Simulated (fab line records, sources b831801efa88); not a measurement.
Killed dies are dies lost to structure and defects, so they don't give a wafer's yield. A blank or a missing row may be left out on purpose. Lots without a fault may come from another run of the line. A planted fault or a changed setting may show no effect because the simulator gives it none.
Which tool did it? | flow sky130 | 11 lots, 33 wafers sampled, at 5 steps of a route of 708

WHAT THE GAUGES READ, wafer by wafer
SKY_VT_ADJUST_PCH_TW_MEAS_10.
lot  | measured     | on            | VT_ADJUST_PCH_TW
L669 | day 10 02:17 | film_metro-03 | 143.8 143.4 143.3
L670 | day 10 09:36 | film_metro-01 | 143.1 143.2 142.6
L671 | day 11 05:17 | film_metro-01 | 143.2 142.8 144.0
L673 | day 13 01:11 | film_metro-01 | 143.2 142.8 142.7
L674 | day 13 01:38 | film_metro-02 | 141.9 143.3 143.1
L675 | day 13 10:35 | film_metro-01 | 142.9 143.2 143.1
L676 | day 13 13:50 | film_metro-03 | 143.2 142.7 142.1
L681 | day 14 16:29 | film_metro-03 | 143.2 143.3 142.6
L684 | day 15 22:47 | film_metro-03 | 144.6 144.1 143.0
L685 | day 15 23:38 | film_metro-02 | 143.0 143.1 143.4
L683 | day 16 00:36 | film_metro-03 | 143.1 142.7 142.8

SKY_SONOS_ONO_THK_MEAS_05.
lot  | measured     | on            | SONOS_ONO_CVD_04_THK (nm)
L669 | day 11 06:04 | film_metro-02 | 5.68 5.59 5.63
L670 | day 11 14:04 | film_metro-03 | 5.76 5.70 5.80
L671 | day 12 12:49 | film_metro-03 | 5.80 5.79 5.82
L673 | day 14 07:17 | film_metro-04 | 5.58 5.62 5.61
L674 | day 14 11:04 | film_metro-04 | 5.78 5.62 5.78
L675 | day 14 17:31 | film_metro-03 | 5.66 5.85 5.69
L676 | day 14 23:23 | film_metro-04 | 5.81 5.72 5.70
L681 | day 16 06:47 | film_metro-04 | 5.93 5.92 5.89
L684 | day 17 07:54 | film_metro-02 | 5.60 5.53 5.56
L685 | day 17 09:09 | film_metro-03 | 5.72 5.70 5.68
L683 | day 17 09:10 | film_metro-04 | 5.60 5.58 5.60

SKY_SONOS_ONO_OVL_MEAS_14.
lot  | measured     | on         | SONOS_ONO_OVL (nm)
L669 | day 12 05:37 | overlay-02 | -1.4 -0.9 -2.2
L670 | day 12 13:40 | overlay-02 | 0.2 1.3 -1.0
L671 | day 13 13:37 | overlay-01 | -0.7 -0.5 1.1
L673 | day 15 08:47 | overlay-01 | 0.1 0.4 1.0
L674 | day 15 13:46 | overlay-02 | -0.5 0.2 0.4
L675 | day 15 20:23 | overlay-02 | -1.5 -0.3 -0.3
L676 | day 16 02:37 | overlay-02 | -1.2 1.1 -1.4
L681 | day 17 11:29 | overlay-02 | -0.7 0.1 -0.9
L684 | day 18 13:06 | overlay-01 | -0.7 1.5 2.3
L685 | day 18 15:02 | overlay-01 | 0.3 -1.4 -2.1
L683 | day 18 14:13 | overlay-02 | -0.7 -1.1 0.9

SKY_POLY_GATE_THK_MEAS_01.
lot  | measured     | on            | POLY_GATE_CVD_00_THK (nm)
L669 | day 13 15:49 | film_metro-02 | 180.5 180.6 180.9
L670 | day 13 22:14 | film_metro-01 | 179.5 181.1 178.9
L671 | day 14 21:41 | film_metro-03 | 181.4 180.6 180.5
L673 | day 16 21:32 | film_metro-03 | 178.7 178.2 180.1
L674 | day 16 23:04 | film_metro-03 | 177.7 178.7 177.7
L675 | day 17 10:42 | film_metro-03 | 183.2 181.8 183.9
L676 | day 17 15:45 | film_metro-02 | 180.8 181.9 182.4
L681 | day 19 04:05 | film_metro-03 | 182.2 183.1 182.5
L684 | day 20 07:12 | film_metro-02 | 152.4 171.0 174.8
L685 | day 20 05:40 | film_metro-01 | 148.2 145.0 142.2
L683 | day 20 07:13 | film_metro-03 | 159.2 166.2 176.7

WHICH TOOL RAN EACH LOT (tool, then ch and the chambers of the sampled wafers, then the start)
lot  | SKY_POLY_GATE_CVD_00
L669 | lpcvd-01 ch 1, day 13 14:37
L670 | lpcvd-01 ch 0, day 13 21:02
L671 | lpcvd-01 ch 1, day 14 20:29
L673 | lpcvd-01 ch 0, day 16 20:20
L674 | lpcvd-01 ch 1, day 16 21:52
L675 | lpcvd-01 ch 0, day 17 09:30
L676 | lpcvd-01 ch 0, day 17 13:56
L681 | lpcvd-01 ch 0, day 19 02:17
L684 | lpcvd-01 ch 1, day 20 06:00
L685 | lpcvd-01 ch 1, day 20 04:28
L683 | lpcvd-01 ch 0, day 20 06:00
- SKY_POLY_GATE_CVD_00: deposits poly-Si, target thk 180 nm, time 720 s.

WHAT THE TOOLS THEMSELVES READ (means of the sampled wafers that have a number; where no wafer has one, the mark that the record gives instead)
SKY_POLY_GATE_CVD_00.
lot  | tool     | spike_tc_centre_C (C) | spike_tc_upper_C (C) | zone_power_centre_pct (%) | zone_power_lower_pct (%)
L669 | lpcvd-01 | 620.6                 | 620.2                | 8.1                       | 8.2
L670 | lpcvd-01 | 620.7                 | 621.1                | 9.1                       | 9.2
L671 | lpcvd-01 | 620.4                 | 620.8                | 7.9                       | 8.2
L673 | lpcvd-01 | 620.7                 | 621.8                | 9.0                       | 9.2
L674 | lpcvd-01 | 619.8                 | 620.7                | 8.0                       | 8.1
L675 | lpcvd-01 | 621.2                 | 621.2                | 9.0                       | 9.2
L676 | lpcvd-01 | 620.8                 | 621.4                | 9.1                       | 9.2
L681 | lpcvd-01 | 620.4                 | 621.4                | 9.1                       | 9.2
L684 | lpcvd-01 | 598.4                 | 624.3                | 4.6                       | 10.0
L685 | lpcvd-01 | 597.7                 | 623.2                | 4.6                       | 9.9
L683 | lpcvd-01 | 597.8                 | 624.3                | 5.2                       | 11.1

THE ANSWER, worked out from the rows above alone
Rule: what is usual is taken from the lots themselves. Put in order of their means at a reading, lots are off if they are a third of the lots or fewer, leave a main group of 4 or more, and stand apart from it by a gap of 3 or more times the standard deviation of the main group's means; of several such gaps the widest counts. A main group whose means are all the same, to the digits that the tables above print for the reading, isn't used. A lot without any number at a reading at which 4 lots or more have one is off too. The other lots that the step has rows for count as sound. The gauges are gone through in route order, then the tools' own readings, and for those a lot's mean is taken as printed above. The first step at which some lot is off is used, and at that step the reading that is off furthest; a lot without a number counts as furthest.
Off: L684, L685, L683, at SKY_POLY_GATE_THK_MEAS_01 (POLY_GATE_CVD_00_THK). The main group: mean 180.7 nm, standard deviation 1.6.
A tool fits if, at a process step before that reading, it ran every lot that is off, and no sound lot after the first of them. The gauges at SKY_POLY_GATE_THK_MEAS_01 aren't tried: what is off there is off at SKY_POLY_GATE_CVD_00 too, on other tools, and a gauge's error can't cause that. One fits: lpcvd-01 at SKY_POLY_GATE_CVD_00. Its last sound lot is L681 (day 19 02:17), its first lot that is off L685 (day 20 04:28): a fault that began between those two fits.
The tool's own readings at SKY_POLY_GATE_CVD_00 bear it out: on the lots that are off they differ by more than 5 times the standard deviation of the sound lots' means. spike_tc_centre_C reads 598.0 C there against 620.6 C on the sound lots; spike_tc_upper_C reads 623.9 C there against 621.1 C on the sound lots; zone_power_centre_pct reads 4.8 % there against 8.7 % on the sound lots.

WHAT THE SIMULATOR HAD PUT IN
Process parameter drift: lpcvd-01, from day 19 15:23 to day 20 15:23, at SKY_POLY_GATE_CVD_00. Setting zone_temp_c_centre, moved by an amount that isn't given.
Lots struck among those shown: L684, L685, L683. The rule above found the same.
